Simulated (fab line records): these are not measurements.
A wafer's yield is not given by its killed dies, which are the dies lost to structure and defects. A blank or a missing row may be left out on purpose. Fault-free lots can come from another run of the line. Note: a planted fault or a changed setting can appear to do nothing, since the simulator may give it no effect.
Which of the tools did it? | flow gf180mcu | Sampling: 13 lots, 39 wafers, 4 of 602 route steps

## WHAT THE GAUGES READ, wafer by wafer
GF_PASSIVATION_BOW_MEAS_14. Usual: for PASSIVATION_BOW the level is 134 um and the standard deviation is 10.
lot  | measured     | on            | PASSIVATION_BOW (um) | flag
L402 | day 29 06:37 | film metro-03 | 141 149 146          |
L403 | day 29 13:44 | film metro-03 | 135 141 137          |
L406 | day 30 05:24 | film metro-03 | 128 119 129          |
L407 | day 30 16:48 | film metro-03 | 146 148 150          |
L409 | day 31 12:24 | film metro-03 | 128 130 135          |
L411 | day 31 17:12 | film metro-03 | 156 160 159          |
L412 | day 32 01:07 | film metro-03 | 132 131 132          |
L413 | day 32 04:14 | film metro-03 | 129 132 126          |
L415 | day 32 19:42 | film metro-02 | 134 128 115          |
L417 | day 33 07:01 | film metro-02 | 123 140 143          |
L421 | day 34 06:56 | film metro-03 | 124 120 138          |
L423 | day 34 12:33 | film metro-04 | 123 139 125          |
L425 | day 34 23:28 | film metro-03 | 141 144 153          |

## WHICH TOOL RAN EACH LOT (tool, then ch and the chambers of the sampled wafers, then the start)
lot  | GF_M1_SOFTBAKE_10                 | GF_TOP_METAL_SPUTTER_00      | GF_TOP_METAL_SPUTTER_01
L402 | litho track-02 ch 0, day 16 18:50 | pvd sputter-04, day 27 12:04 | pvd sputter-04, day 27 12:10
L403 | litho track-03 ch 0, day 17 03:46 | pvd sputter-01, day 27 19:21 | pvd sputter-01, day 27 19:28
L406 | litho track-04 ch 0, day 17 23:43 | pvd sputter-03, day 28 11:29 | pvd sputter-03, day 28 11:35
L407 | litho track-04 ch 0, day 18 14:41 | pvd sputter-04, day 28 23:53 | pvd sputter-04, day 28 23:59
L409 | litho track-03 ch 0, day 19 18:32 | pvd sputter-03, day 29 21:35 | pvd sputter-03, day 29 21:41
L411 | litho track-03 ch 0, day 20 02:25 | pvd sputter-04, day 30 03:00 | pvd sputter-04, day 30 03:06
L412 | litho track-03 ch 0, day 20 11:56 | pvd sputter-03, day 30 11:17 | pvd sputter-03, day 30 11:23
L413 | litho track-04 ch 0, day 20 16:49 | pvd sputter-04, day 30 13:38 | pvd sputter-04, day 30 13:44
L415 | litho track-02 ch 0, day 21 14:38 | pvd sputter-03, day 31 07:08 | pvd sputter-03, day 31 07:14
L417 | litho track-04 ch 0, day 22 05:52 | pvd sputter-01, day 31 19:08 | pvd sputter-01, day 31 19:14
L421 | litho track-02 ch 0, day 23 14:50 | pvd sputter-03, day 32 20:43 | pvd sputter-03, day 32 20:49
L423 | litho track-03 ch 0, day 24 00:29 | pvd sputter-01, day 33 03:13 | pvd sputter-01, day 33 03:19
L425 | litho track-03 ch 0, day 24 17:23 | pvd sputter-01, day 33 14:59 | pvd sputter-01, day 33 15:05
- GF_M1_SOFTBAKE_10: time 60 s.
- GF_TOP_METAL_SPUTTER_00: material Ti, target thk 37.5 nm, time 150 s.
- GF_TOP_METAL_SPUTTER_01: material TiN, target thk 30 nm, time 25 s.

## AS READ BY THE TOOLS THEMSELVES (means over the sampled wafers that have a number; for cases with no such wafer, the mark the record gives instead)
GF_M1_SOFTBAKE_10. Usual: chill plate temp C 23.00 C, standard deviation 0.11; exhaust pa 45.0 Pa, standard deviation 0.86; run length s 89.10 s, standard deviation 0.18.
lot  | tool           | chill plate temp C (C) | exhaust pa (Pa) | run length s (s) | flag
L402 | litho track-02 | 23.13                  | 45.9            | 88.89            |
L403 | litho track-03 | 22.97                  | 44.3            | 89.23            |
L406 | litho track-04 | 23.01                  | 45.1            | 89.14            |
L407 | litho track-04 | 23.13                  | 44.6            | 89.01            |
L409 | litho track-03 | 22.91                  | 45.0            | 89.19            |
L411 | litho track-03 | 22.88                  | 45.7            | 89.25            |
L412 | litho track-03 | 23.05                  | 44.2            | 89.26            |
L413 | litho track-04 | 22.96                  | 46.1            | 89.05            |
L415 | litho track-02 | 22.90                  | 45.1            | 88.85            |
L417 | litho track-04 | 22.84                  | 45.4            | 91.14            | OFF
L421 | litho track-02 | 23.04                  | 44.4            | 88.90            |
L423 | litho track-03 | 22.92                  | 44.1            | 89.20            |
L425 | litho track-03 | 22.91                  | 43.6            | 89.35            |

GF_TOP_METAL_SPUTTER_00. Usual: substrate temp c 200.00 C, standard deviation 0.15; throttle valve pct 30.0 %, standard deviation 1.
lot  | tool           | substrate temp c (C) | throttle valve pct (%) | flag
L402 | pvd sputter-04 | 199.91               | 29.5                   |
L403 | pvd sputter-01 | 200.01               | 30.2                   |
L406 | pvd sputter-03 | 200.00               | 29.9                   |
L407 | pvd sputter-04 | 199.83               | 29.4                   |
L409 | pvd sputter-03 | 200.04               | 29.6                   |
L411 | pvd sputter-04 | 199.89               | 30.1                   |
L412 | pvd sputter-03 | 199.95               | 29.1                   |
L413 | pvd sputter-04 | 200.16               | 29.3                   |
L415 | pvd sputter-03 | 200.03               | 29.8                   |
L417 | pvd sputter-01 | 199.99               | 29.9                   |
L421 | pvd sputter-03 | 200.01               | 28.9                   |
L423 | pvd sputter-01 | 200.02               | 29.8                   |
L425 | pvd sputter-01 | 200.09               | 29.9                   |

GF_TOP_METAL_SPUTTER_01. Usual: throttle valve pct 30.0 %, standard deviation 1.1.
lot  | tool           | throttle valve pct (%) | flag
L402 | pvd sputter-04 | 29.4                   |
L403 | pvd sputter-01 | 30.0                   |
L406 | pvd sputter-03 | 29.9                   |
L407 | pvd sputter-04 | 29.5                   |
L409 | pvd sputter-03 | 29.7                   |
L411 | pvd sputter-04 | 30.1                   |
L412 | pvd sputter-03 | 29.0                   |
L413 | pvd sputter-04 | 29.3                   |
L415 | pvd sputter-03 | 29.9                   |
L417 | pvd sputter-01 | 29.9                   |
L421 | pvd sputter-03 | 28.7                   |
L423 | pvd sputter-01 | 29.9                   |
L425 | pvd sputter-01 | 30.1                   |

## THE ANSWER, worked out from the rows above alone
Rule: take the mean of a lot's wafers that have a number; if it is more than 3 standard deviations from the usual mean, the lot is off. A lot without any number at a reading at which 4 lots or more have one is off too. Any other lot the step has rows for is counted as sound. After the gauges, taken in route order, come the tools' own readings; for these a lot's mean is taken, as printed above. At the first step where some lot is off, the reading lying furthest off is the one used; lots without a number count as furthest.
Off, at GF_M1_SOFTBAKE_10 on run length s: L417.
If a tool, at that step or one of the process steps before it, ran each lot that is off and ran no sound lot following the first of them, it fits. One fits: litho track-04 at GF_M1_SOFTBAKE_10. Its last sound lot is L413 (day 20 16:49), its first lot that is off L417 (day 22 05:52): a fault that began between those two fits.
The tool's own readings at GF_M1_SOFTBAKE_10 bear it out: on the lots that are off they differ by more than 5 times the standard deviation of the sound lots' means. run length s reads 91.14 s there against 89.11 s on the sound lots.

## WHAT HAD BEEN PUT IN BY THE SIMULATOR
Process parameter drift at GF_M1_SOFTBAKE_10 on litho track-04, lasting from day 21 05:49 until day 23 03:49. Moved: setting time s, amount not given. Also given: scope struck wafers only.
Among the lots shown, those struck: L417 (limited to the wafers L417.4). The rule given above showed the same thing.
